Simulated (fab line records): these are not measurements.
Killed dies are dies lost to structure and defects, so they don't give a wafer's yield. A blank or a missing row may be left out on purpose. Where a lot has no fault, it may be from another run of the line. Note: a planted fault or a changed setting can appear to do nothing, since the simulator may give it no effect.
Comparing a struck lot with a sound one ; flow gf180mcu ; 33 steps out of a route of 602
Sound: wafers L439.2, L439.3, L439.5. Struck: wafers L451.4, L451.6 (left out: L451.3, a lot-mate that was not struck); the cause follows at the end.
Each step with rows lists, per side, the tool, then ch with its chambers, then its first start. Under that, the readings that differ: sound wafers ; struck wafers ; difference of the means ; sigmas: that difference in standard deviations of wafers without a fault.
alike: words and numbers the same on both sides, and readings whose means are apart by under 2 such deviations; not compared: readings that were withheld, readings missing a value for some wafer, numbers with overlapping values and no deviation given by the record, and bounds like >300 which may hide the same value.
Wherever a step has rows on one side only, a row that says differs or no value, or a row with sigmas, the two part there. Numbers that don't overlap but have no deviation are shown without sigmas and don't part them. Lack of a reading on every wafer of one side parts them only where that side has two or more wafers.

first, 10 steps without rows for these wafers: GF_V2_COAT_09 (resist thk 1000 nm); GF_V2_SOFTBAKE_10 (time 60 s); GF_V2_EXPOSE_11 (exposes mask Via2, target cd 260 nm); GF_V2_PEB_12 (peb time 90 s); GF_V2_DEVELOP_13 (develop time 60 s); GF_V2_ETCH_16 (etches BARC in N2/H2); GF_V2_ETCH_17 (etches SiO2 in C4F8/O2/Ar, stops on TiN, target depth 630 nm); GF_V2_STRIP_18 (strips in O2/N2); GF_V2_STRIP_19 (strips in post etch residue remover, time 1200 s); GF_V2_CLEAN_20 (cleans in DIW).
GF_V2_SPUTTER_21: material Ti, target thk 15 nm, time 80.02 s.
  struck on pvd sputter-04, day 24 17:05; sound on pvd sputter-04, day 20 01:56
  alike: cathode dc power W, chamber pressure pa, throttle valve pct
then, 21 steps without rows for these wafers: GF_V2_SPUTTER_22 (material TiN, target thk 10 nm, time 40 s); GF_V2_CVD_23 (deposits W, target thk 350 nm, time 104.94 s); GF_V2_CMP_26 (polishes, stops on SiO2, t overpolish 15 s, target thk 0 nm); GF_M3_SPUTTER_00 (material Ti, target thk 37.5 nm, time 150 s); GF_M3_SPUTTER_01 (material TiN, target thk 30 nm, time 25 s); GF_M3_SPUTTER_02 (material AlCu, target thk 450 nm, time 23.9 s); GF_M3_SPUTTER_03 (material Ti, target thk 10 nm, time 6.7 s); GF_M3_SPUTTER_04 (material TiN, target thk 50 nm, time 41.7 s); GF_M3_DEHYDRATE_07 (time 60 s); GF_M3_HMDS_08 (prime time 60 s); GF_M3_COAT_09 (resist thk 1000 nm); GF_M3_SOFTBAKE_10 (time 60 s); GF_M3_EXPOSE_11 (exposes mask Metal3, target cd 280 nm); GF_M3_PEB_12 (peb time 86.96 s); GF_M3_DEVELOP_13 (develop time 60 s); GF_M3_METAL_ETCH_16 (etches the open film in Cl2/BCl3, stops on SiO2, target depth 627.5 nm, time 104.6 s); GF_M3_STRIP_17 (strips in O2/N2); GF_M3_STRIP_18 (strips in post etch residue remover, time 1200 s); GF_M3_CLEAN_19 (cleans in DIW); GF_V3_CVD_00 (deposits SiO2, target thk 600 nm, time 100 s); GF_V3_CVD_02 (deposits SiO2 from TEOS, target thk 850 nm, time 94.851 s).
-- the record jumps here: 8 days lie between the struck wafers' starts before and after (it left off in module V3 and takes up again in module PASSIVATION, whose first step shown is number 602 of the route) --
GF_PASSIVATION_PROBE_99:
  the record has rows for the struck wafers here (prober-01, day 32 12:25) and none for the sound ones

WHERE THEY PART
Only at GF_PASSIVATION_PROBE_99, within this record.

WHY: the cause the simulator had injected
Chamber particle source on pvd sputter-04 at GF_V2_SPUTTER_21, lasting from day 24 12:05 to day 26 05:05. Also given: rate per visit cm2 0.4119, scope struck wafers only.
